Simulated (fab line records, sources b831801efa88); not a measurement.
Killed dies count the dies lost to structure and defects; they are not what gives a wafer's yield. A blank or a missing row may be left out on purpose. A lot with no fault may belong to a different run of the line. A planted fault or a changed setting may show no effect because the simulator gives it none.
Commonality check across tools | flow gf180mcu | 12 lots, 36 wafers sampled

== REASON FOR OPENING ==
GF_V3_RS_MEAS_24, reading V3_W_RS: flagged on 3 of 12 lots. Fault-free wafers read 0.327 ohm/sq, with a standard deviation of 0.0059.
Rule: a lot is flagged in two cases, either no wafer of it has a number, or all its wafers with numbers fall more than 4 standard deviations from that mean. The other lots count as sound.

lot  | measured     | on            | V3_W_RS (ohm/sq), wafer by wafer | flag
L492 | day 22 08:58 | film metro-04 | 0.330 0.333 0.326                |
L493 | day 22 19:24 | film metro-04 | 0.336 0.329 0.331                |
L495 | day 23 11:58 | film metro-01 | 0.323 0.320 0.321                |
L497 | day 24 04:46 | film metro-02 | 0.337 0.331 0.337                |
L499 | day 25 12:51 | film metro-02 | 0.325 0.320 0.323                |
L500 | day 25 14:32 | film metro-01 | 0.320 0.316 0.317                |
L508 | day 27 19:47 | film metro-01 | 0.333 0.327 0.326                |
L509 | day 28 02:38 | film metro-04 | 43.677 43.692 42.886             | FLAGGED
L510 | day 28 10:19 | film metro-04 | 43.816 44.110 44.161             | FLAGGED
L511 | day 28 15:04 | film metro-02 | 43.987 44.301 44.453             | FLAGGED
L514 | day 29 11:48 | film metro-04 | 0.329 0.330 0.330                |
L515 | day 29 19:04 | film metro-01 | 0.331 0.329 0.328                |
Flagged lots average 43.898 ohm/sq: +43.571 ohm/sq relative to the usual, that is +99 or more standard deviations.

== WHICH TOOL EACH LOT WENT THROUGH ==
The record holds 2 process steps before the reading, out of a route of 602 steps. Cell contents, in order: the tool; ch with the chambers the sampled wafers went through; the start.
lot  | flag    | GF_M2_STRIP_17                       | GF_V3_CVD_23
L492 |         | plasma asher-04 ch 0,1, day 19 03:06 | cvd w-01 ch 0,1, day 22 08:50
L493 |         | plasma asher-03 ch 0,1, day 19 15:06 | cvd w-01 ch 0,1, day 22 19:17
L495 |         | plasma asher-01 ch 0,1, day 20 07:42 | cvd w-02 ch 0,1, day 23 11:49
L497 |         | plasma asher-01 ch 0,1, day 21 03:21 | cvd w-01 ch 0,1, day 24 04:39
L499 |         | plasma asher-01 ch 0,1, day 22 12:29 | cvd w-02 ch 0,1, day 25 12:44
L500 |         | plasma asher-03 ch 0,1, day 22 14:54 | cvd w-02 ch 0,1, day 25 14:26
L508 |         | plasma asher-01 ch 0,1, day 25 00:01 | cvd w-01 ch 0,1, day 27 19:41
L509 | FLAGGED | plasma asher-03 ch 0,1, day 25 07:57 | cvd w-02 ch 0,1, day 28 02:30
L510 | FLAGGED | plasma asher-04 ch 0,1, day 25 14:49 | cvd w-02 ch 0,1, day 28 10:11
L511 | FLAGGED | plasma asher-03 ch 0,1, day 25 21:27 | cvd w-01 ch 0,1, day 28 14:56
L514 |         | plasma asher-01 ch 0,1, day 26 19:35 | cvd w-01 ch 0,1, day 29 11:40
L515 |         | plasma asher-01 ch 0,1, day 27 04:10 | cvd w-01 ch 0,1, day 29 18:57
These steps, and what they do:
- GF_M2_STRIP_17: strips in O2/N2.
- GF_V3_CVD_23: deposits W, target thk 350 nm, time 104.9 s.
- GF_V3_RS_MEAS_24: measures by four-point-probe.

== FLAGGED AGAINST TOTAL, ONE TOOL AT A TIME (gauges that did the reading follow at the end) ==
step             | tool            | lots run | flagged | share of the flagged lots | sound lots run after its first flagged lot
GF_M2_STRIP_17   | plasma asher-01 | 6        | 0       | none                      | -
GF_M2_STRIP_17   | plasma asher-03 | 4        | 2       | some                      | 0
GF_M2_STRIP_17   | plasma asher-04 | 2        | 1       | some                      | 0
GF_V3_CVD_23     | cvd w-01        | 7        | 1       | some                      | 2 (L514,L515)
GF_V3_CVD_23     | cvd w-02        | 5        | 2       | some                      | 0
GF_V3_RS_MEAS_24 | film metro-01   | 4        | 0       | none                      | -
GF_V3_RS_MEAS_24 | film metro-02   | 3        | 1       | some                      | 0
GF_V3_RS_MEAS_24 | film metro-04   | 5        | 2       | some                      | 1 (L514)

== WHAT THE TABLE ALLOWS ==
No row of the table ran every flagged lot.

== WHAT THE SIMULATOR HAD PUT IN ==
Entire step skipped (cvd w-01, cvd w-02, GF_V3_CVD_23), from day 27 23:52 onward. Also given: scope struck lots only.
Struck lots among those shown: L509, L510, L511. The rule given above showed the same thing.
